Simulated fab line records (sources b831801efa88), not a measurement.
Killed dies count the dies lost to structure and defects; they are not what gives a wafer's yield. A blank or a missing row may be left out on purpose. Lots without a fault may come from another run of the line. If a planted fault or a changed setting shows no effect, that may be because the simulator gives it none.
fab line records + flow sky130
record
- lots=5
- wafers=15
- last-day=48
route steps=708 shown VIA2@509
lots with no fault: from the same line, run without faults
start-h: hours from the record's opening day to when the first of the lot's shown wafers began + wait-h: hours elapsed since this lot's preceding step + " as in the row above + L1.1+2: a row that stands for several wafers + - no value present, or no start provided + * or withheld: withheld + < > ~ a bound
route shown NAME@n: names a module that has steps shown in the file, with the first one's number in the route + usual: average and standard deviation across the fault-free wafers + same: alike in all rows + chamber/n: place in a boat + sites: the reading at each site + _std_site: standard deviation across them + _edge_site: mean of outer sites minus mean of inner sites + radius-mm: how far each site lies from the wafer's centre + mask NAME#n: copy n + behind: tool/chamber where the wafer was last shaped + hold: reason for holding the lot/hours on hold/outcome of the hold + device: the transistor (n, p or np) that didn't switch + end of line: the same wafers' tests at the end of the route + for a step that has no rows: nothing shown but its recipe + killed: dies that structure and defects cost at the first sort, which is not the same as the wafer's yield + map: the dies of a wafer, with x for killed, . for not killed, _ for no die there
set.NAME: the setting as run; set.NAME@STEP: as run at that earlier step + model.NAME: the simulator's own value behind a step, which no gauge read
lots at some steps of the route; a table a step, a row a wafer
services: from which hour (start-h, from the record's first day; less than 0 if before it) a tool's chamber was out of use, for how many hours, and why
## steps
# step SKY_VIA2_CMP_02
# recipe
- material=SiO2
- down-force-psi=4
- platen-rpm=60
- pad-velocity-m-s=0.94248
# usual
- edge-zone-pressure-frac=1.000/0.0054
- motor-current-A=12.6/1.5
| lot.wafer | tool   | chamber | start-h | wait-h | edge-zone-pressure-frac | motor-current-A |
|-----------|--------|---------|---------|--------|-------------------------|-----------------|
| L913.2    | cmp-02 | 3       | 808.88  | 0.0    | 1.001                   | 10.8            |
| L913.4    | "      | 0       | "       | "      | 0.993                   | 11.2            |
| L913.6    | "      | 3       | "       | "      | 0.997                   | 10.9            |
| L920.1    | cmp-02 | 3       | 875.45  | 0.1    | 0.996                   | 10.9            |
| L920.3    | "      | 0       | "       | "      | 1.001                   | 10.9            |
| L920.4    | "      | 2       | "       | "      | 0.999                   | 11.7            |
| L923.3    | cmp-01 | 0       | 892.50  | 0.1    | 0.996                   | 12.0            |
| L923.5    | "      | 2       | "       | "      | 1.006                   | 13.8            |
| L923.6    | "      | 3       | "       | "      | 0.999                   | 14.3            |
| L924.1    | cmp-02 | 2       | 901.67  | 0.1    | 0.998                   | 11.7            |
| L924.5    | "      | 0       | "       | "      | 0.993                   | 10.4            |
| L924.6    | "      | 1       | "       | "      | 0.999                   | 12.4            |
| L927.2    | cmp-01 | 2       | 922.89  | 0.1    | 1.001                   | 14.1            |
| L927.3    | "      | 0       | "       | "      | 0.992                   | 12.0            |
| L927.6    | "      | 2       | "       | "      | 1.002                   | 13.2            |
# step SKY_VIA2_BOW_MEAS_03
# recipe
- mode=bow
# usual
- VIA2_BOW=85/6.4
| lot.wafer | tool          | chamber | start-h | wait-h | VIA2_BOW[um] |
|-----------|---------------|---------|---------|--------|--------------|
| L913.2    | film-metro-02 | -       | 809.20  | 0.3    | 78           |
| L913.4    | "             | -       | "       | "      | 86           |
| L913.6    | "             | -       | "       | "      | 75           |
| L920.1    | film-metro-02 | -       | 875.75  | 0.2    | 85           |
| L920.3    | "             | -       | "       | "      | 85           |
| L920.4    | "             | -       | "       | "      | 82           |
| L923.3    | film-metro-02 | -       | 892.74  | 0.2    | 90           |
| L923.5    | "             | -       | "       | "      | 93           |
| L923.6    | "             | -       | "       | "      | 90           |
| L924.1    | film-metro-02 | -       | 901.87  | 0.1    | 76           |
| L924.5    | "             | -       | "       | "      | 94           |
| L924.6    | "             | -       | "       | "      | 81           |
| L927.2    | film-metro-04 | -       | 923.16  | 0.2    | 85           |
| L927.3    | "             | -       | "       | "      | 87           |
| L927.6    | "             | -       | "       | "      | 88           |
# step SKY_VIA2_DEHYDRATE_04
# recipe
- temp-c=200
- time-s=60
# step SKY_VIA2_HMDS_05
# recipe
- prime-time-s=60
- prime-temp-c=120
# step SKY_VIA2_COAT_06
# recipe
- resist=BARC
- temp-c=withheld
- time-s=withheld
- spin-rpm=3000
- resist-thk-nm=60
# step SKY_VIA2_COAT_07
# recipe
- resist=KrF-thick
- spin-rpm=3000
- resist-thk-nm=450
# step SKY_VIA2_SOFTBAKE_08
# recipe
- temp-c=100
- time-s=90
- resist=KrF-thick
# step SKY_VIA2_EXPOSE_09
# recipe
- mask-id=VIM2
- na=0.8
- source-shape=annular
- sigma-inner=0.55
- sigma-outer=0.85
- target-cd-nm=200
- dose-mj=38
# step SKY_VIA2_PEB_10
# recipe
- peb-temp-c=withheld
- peb-time-s=withheld
- resist=KrF-thick
# step SKY_VIA2_DEVELOP_11
# recipe
- develop-time-s=60
- resist=KrF-thick
- dev-temp-c=21
# step SKY_VIA2_CD_MEAS_12
# recipe
- target-cd-nm=200
# usual
- cd-nm=200.5/1.4
| lot.wafer | tool      | chamber | start-h | wait-h | cd-nm |
|-----------|-----------|---------|---------|--------|-------|
| L913.2    | cd-sem-02 | -       | 835.70  | -      | 198.3 |
| L913.4    | "         | -       | "       | "      | 199.5 |
| L913.6    | "         | -       | "       | "      | 199.6 |
| L920.1    | cd-sem-01 | -       | 902.08  | -      | 198.6 |
| L920.3    | "         | -       | "       | "      | 200.4 |
| L920.4    | "         | -       | "       | "      | 199.5 |
| L923.3    | cd-sem-01 | -       | 917.91  | -      | 199.0 |
| L923.5    | "         | -       | "       | "      | 200.2 |
| L923.6    | "         | -       | "       | "      | 200.7 |
| L924.1    | cd-sem-01 | -       | 926.42  | -      | 202.6 |
| L924.5    | "         | -       | "       | "      | 201.3 |
| L924.6    | "         | -       | "       | "      | 200.4 |
| L927.2    | cd-sem-01 | -       | 947.64  | -      | 199.9 |
| L927.3    | "         | -       | "       | "      | 199.2 |
| L927.6    | "         | -       | "       | "      | 199.9 |
# step SKY_VIA2_OVL_MEAS_13
# usual
- VIA2_OVL=-2/5.5
| lot.wafer | tool       | chamber | start-h | wait-h | VIA2_OVL[nm] |
|-----------|------------|---------|---------|--------|--------------|
| L913.2    | overlay-01 | -       | 835.81  | 0.1    | -7           |
| L913.4    | "          | -       | "       | "      | -4           |
| L913.6    | "          | -       | "       | "      | 3            |
| L920.1    | overlay-02 | -       | 902.20  | 0.1    | -2           |
| L920.3    | "          | -       | "       | "      | -7           |
| L920.4    | "          | -       | "       | "      | -10          |
| L923.3    | overlay-01 | -       | 918.01  | 0.1    | -3           |
| L923.5    | "          | -       | "       | "      | -4           |
| L923.6    | "          | -       | "       | "      | 3            |
| L924.1    | overlay-01 | -       | 926.54  | 0.1    | -6           |
| L924.5    | "          | -       | "       | "      | 1            |
| L924.6    | "          | -       | "       | "      | -9           |
| L927.2    | overlay-02 | -       | 947.75  | 0.1    | 6            |
| L927.3    | "          | -       | "       | "      | -2           |
| L927.6    | "          | -       | "       | "      | -5           |
# step SKY_VIA2_ETCH_14
# recipe
- chemistry=N2/H2
- target=BARC
- ion-energy-ev=200
- source-w=500
- bias-w=100
- pressure-mtorr=30
- n2-flow-sccm=100
- h2-flow-sccm=200
- stop-on=SiO2
- time-s=45.9
- target-depth-a=600
# usual
- drypump-motor-current-A=5.9/0.38
- n2-flow-sccm=100.02/0.26
- oes-product-au=0.855/0.0049
- run-length-s=74.1/0.62
- throttle-valve-pct=13.224/0.0094
| lot.wafer | tool        | chamber | start-h | wait-h | drypump-motor-current-A | n2-flow-sccm | oes-product-au | rf-hours-counter-h | run-length-s | throttle-valve-pct | model.KrF-thick_of_VIA2_COAT_07.thk-nm |
|-----------|-------------|---------|---------|--------|-------------------------|--------------|----------------|--------------------|--------------|--------------------|----------------------------------------|
| L913.2    | rie-diel-02 | 2       | 835.84  | 0.0    | 5.7                     | 100.26       | 0.842          | 13                 | 74.7         | 13.233             | 396.4                                  |
| L913.4    | "           | 1       | "       | "      | 5.5                     | 100.14       | 0.848          | 5                  | 74.1         | 13.221             | 394.7                                  |
| L913.6    | "           | 1       | "       | "      | 5.5                     | 100.17       | 0.851          | -                  | 74.0         | 13.238             | 396.3                                  |
| L920.1    | rie-diel-04 | 3       | 902.24  | 0.0    | 6.0                     | 100.21       | 0.858          | 20                 | 74.5         | 13.239             | 393.1                                  |
| L920.3    | "           | 2       | "       | "      | 6.0                     | 99.93        | 0.856          | 1                  | 75.8         | 13.210             | 394.2                                  |
| L920.4    | "           | 1       | "       | "      | 5.7                     | 100.35       | 0.862          | 12                 | 73.2         | 13.218             | 394.3                                  |
| L923.3    | rie-diel-03 | 3       | 918.05  | 0.0    | 5.7                     | 100.26       | 0.852          | -                  | 73.8         | 13.202             | 392                                    |
| L923.5    | "           | 2       | "       | "      | 6.0                     | 100.24       | 0.858          | -                  | 73.4         | 13.231             | 392.5                                  |
| L923.6    | "           | 3       | "       | "      | 5.7                     | 100.47       | 0.868          | -                  | 73.9         | 13.222             | 392.7                                  |
| L924.1    | rie-diel-02 | 3       | 926.58  | 0.0    | 5.3                     | 100.25       | 0.857          | 15                 | 74.5         | 13.213             | 394.7                                  |
| L924.5    | "           | 3       | "       | "      | 5.3                     | 100.04       | 0.864          | -                  | 74.7         | 13.213             | 393.4                                  |
| L924.6    | "           | 2       | "       | "      | 5.8                     | 99.74        | 0.852          | -                  | 74.7         | 13.236             | 396.8                                  |
| L927.2    | rie-diel-03 | 0       | 947.78  | 0.0    | 6.7                     | 100.07       | 0.851          | 28                 | 74.3         | 13.223             | 393.5                                  |
| L927.3    | "           | 2       | "       | "      | 6.0                     | 99.97        | 0.854          | 8                  | 73.3         | 13.219             | 393.3                                  |
| L927.6    | "           | 3       | "       | "      | 5.7                     | 100.00       | 0.994          | -                  | 65.8         | 13.230             | 402.2                                  |
# step SKY_VIA2_ETCH_15
# recipe
- target=SiO2
- chemistry=C4F8/O2/Ar
- target-depth-nm=546
- stop-on=TiN
- mask-material=KrF-thick
- source-w=1500
- bias-w=1200
- pressure-mtorr=40
- c4f8-flow-sccm=withheld
- O2_flow_sccm=6
- Ar_flow_sccm=300
- time-s=84
# usual
- oes-product-au=0.940/0.0045
- run-length-s=112.2/0.58
| lot.wafer | tool        | chamber | start-h | wait-h | oes-product-au | rf-hours-counter-h | run-length-s | model.KrF-thick_of_VIA2_COAT_07.thk-nm |
|-----------|-------------|---------|---------|--------|----------------|--------------------|--------------|----------------------------------------|
| L913.2    | rie-diel-02 | 2       | 835.88  | 0.0    | 0.943          | 13                 | 112.9        | 287                                    |
| L913.4    | "           | 1       | "       | "      | 0.939          | 5                  | 112.2        | 284.7                                  |
| L913.6    | "           | 1       | "       | "      | 0.938          | -                  | 112.1        | 287                                    |
| L920.1    | rie-diel-04 | 3       | 902.28  | 0.0    | 0.941          | 20                 | 112.6        | 282.8                                  |
| L920.3    | "           | 2       | "       | "      | 0.939          | 1                  | 113.6        | 285.2                                  |
| L920.4    | "           | 1       | "       | "      | 0.940          | 12                 | 111.4        | 286                                    |
| L923.3    | rie-diel-03 | 3       | 918.12  | 0.1    | 0.935          | -                  | 111.9        | 284.4                                  |
| L923.5    | "           | 2       | "       | "      | 0.943          | -                  | 111.7        | 284.1                                  |
| L923.6    | "           | 3       | "       | "      | 0.944          | -                  | 111.8        | 285.3                                  |
| L924.1    | rie-diel-02 | 3       | 926.62  | 0.0    | 0.944          | 15                 | 112.8        | 285.3                                  |
| L924.5    | "           | 3       | "       | "      | 0.948          | -                  | 112.9        | 285.1                                  |
| L924.6    | "           | 2       | "       | "      | 0.943          | -                  | 112.8        | 287.4                                  |
| L927.2    | rie-diel-03 | 0       | 947.82  | 0.0    | 0.936          | 28                 | 112.8        | 284.5                                  |
| L927.3    | "           | 2       | "       | "      | 0.937          | 8                  | 111.5        | 284.4                                  |
| L927.6    | "           | 3       | "       | "      | 0.937          | -                  | 111.9        | 292.5                                  |
# step SKY_VIA2_STRIP_16
# recipe
- chemistry=O2/N2
- power-w=1400
- pressure-mtorr=1500
- platen-temp-c=withheld
- o2-flow-sccm=3000
- n2-flow-sccm=300
- overash-fraction=0.5
# usual
- drypump-motor-current-A=5.5/0.41
- n2-flow-sccm=300.1/0.89
- oes-product-au=0.399/0.0044
- strip-time-to-endpoint-s=4.058/0.021
# same
- overash-fraction=0.5
| lot.wafer | tool            | chamber | start-h | wait-h | drypump-motor-current-A | n2-flow-sccm | oes-product-au | rf-hours-counter-h | strip-time-to-endpoint-s |
|-----------|-----------------|---------|---------|--------|-------------------------|--------------|----------------|--------------------|--------------------------|
| L913.2    | plasma-asher-02 | 0       | 835.94  | 0.0    | 5.1                     | 299.3        | 0.403          | 68                 | 4.085                    |
| L913.4    | "               | 0       | "       | "      | 5.1                     | 298.9        | 0.397          | -                  | 4.064                    |
| L913.6    | "               | 1       | "       | "      | 5.8                     | 300.2        | 0.404          | -                  | 4.086                    |
| L920.1    | plasma-asher-01 | 0       | 902.34  | 0.0    | 4.9                     | 300.8        | 0.397          | 45                 | 4.052                    |
| L920.3    | "               | 0       | "       | "      | 4.9                     | 298.8        | 0.394          | -                  | 4.067                    |
| L920.4    | "               | 1       | "       | "      | 6.3                     | 298.7        | 0.399          | -                  | 4.073                    |
| L923.3    | plasma-asher-01 | 0       | 918.22  | 0.1    | 4.9                     | 301.1        | 0.392          | -                  | 4.049                    |
| L923.5    | "               | 1       | "       | "      | 6.3                     | 301.6        | 0.392          | -                  | 4.044                    |
| L923.6    | "               | 0       | "       | "      | 4.9                     | 299.8        | 0.401          | -                  | 4.070                    |
| L924.1    | plasma-asher-03 | 1       | 926.69  | 0.0    | 5.8                     | 300.3        | 0.401          | 18                 | 4.071                    |
| L924.5    | "               | 1       | "       | "      | 5.8                     | 301.1        | 0.400          | -                  | 4.074                    |
| L924.6    | "               | 0       | "       | "      | 5.6                     | 299.1        | 0.405          | -                  | 4.106                    |
| L927.2    | plasma-asher-02 | 1       | 947.89  | 0.0    | 5.8                     | 299.9        | 0.394          | 79                 | 4.064                    |
| L927.3    | "               | 0       | "       | "      | 5.1                     | 300.2        | 0.408          | -                  | 4.054                    |
| L927.6    | "               | 0       | "       | "      | 5.1                     | 299.6        | 0.401          | -                  | 4.142                    |
# step SKY_VIA2_STRIP_17
# recipe
- chemistry=post-etch-residue-remover
- time-s=1200
- temp-c=72.5
## services
| tool            | chamber | start-h | hours | kind   |
|-----------------|---------|---------|-------|--------|
| cmp-01          | -       | 802.36  | 3.0   | repair |
| cmp-02          | -       | 804.24  | 1.8   | repair |
| plasma-asher-02 | -       | 814.99  | 9.5   | repair |
| cmp-02          | -       | 817.19  | 6.6   | pm     |
| rie-diel-04     | 2       | 820.89  | 9.6   | repair |
| cmp-01          | -       | 834.26  | 2.6   | repair |
| rie-diel-02     | 0       | 840.91  | 13.5  | repair |
| plasma-asher-03 | -       | 849.81  | 5.9   | repair |
| rie-diel-03     | 2       | 849.94  | 5.9   | repair |
| rie-diel-04     | 2       | 860.65  | 4.4   | repair |
| cmp-02          | -       | 868.94  | 3.0   | repair |
| rie-diel-02     | -       | 869.87  | 0.5   | repair |
| rie-diel-03     | 1       | 873.04  | 58.2  | repair |
| rie-diel-02     | -       | 886.91  | 0.9   | repair |
| cmp-02          | -       | 888.41  | 8.2   | pm     |
| cmp-01          | -       | 893.89  | 1.3   | repair |
| plasma-asher-01 | -       | 911.79  | 2.8   | pm     |
| plasma-asher-02 | -       | 912.70  | 3.1   | repair |
| rie-diel-04     | 3       | 912.71  | 7.0   | repair |
| rie-diel-03     | 0       | 914.45  | 4.4   | repair |
| plasma-asher-03 | -       | 916.36  | 0.9   | repair |
| cmp-02          | -       | 919.52  | 4.0   | pm     |
| rie-diel-04     | 3       | 920.05  | 5.9   | repair |
| rie-diel-03     | 1       | 931.25  | -     | clean  |
## key
first-sign
- step=SKY_VIA2_ETCH_14
- reading=oes-product-au
- direction=up
- sigmas=28
- usual=0.855
- struck=0.994
effect
- step=SKY_VIA2_ETCH_14
- reading=run-length-s
- direction=down
- sigmas=13
- usual=*
- struck=*
effect
- step=SKY_VIA2_STRIP_16
- reading=strip-time-to-endpoint-s
- direction=up
- sigmas=3.9
- usual=*
- struck=*
model-effect
- step=SKY_VIA2_ETCH_14
- value=KrF-thick_of_VIA2_COAT_07.thk-nm
- without=394.9
- struck=402.2
model-effect
- step=SKY_VIA2_ETCH_15
- value=KrF-thick_of_VIA2_COAT_07.thk-nm
- without=285.2
- struck=292.5
met-at SKY_VIA2_ETCH_14
struck-wafers L927.6
sort-left-out L927.6
onset-between 918.05 947.78
fault
- kind=process-parameter-drift
- tool=rie-diel-03
- chamber=-
- onset-h=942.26
- steps=SKY_VIA2_ETCH_14
- channel=time-s
- offset=*
- shape=step
- end-h=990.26
- scope=struck-wafers-only
- acts-in=*
- stated=*
# sort-left-out: the simulated sort isn't trusted on such a fault, so these wafers' sort isn't shown, and their yield isn't known
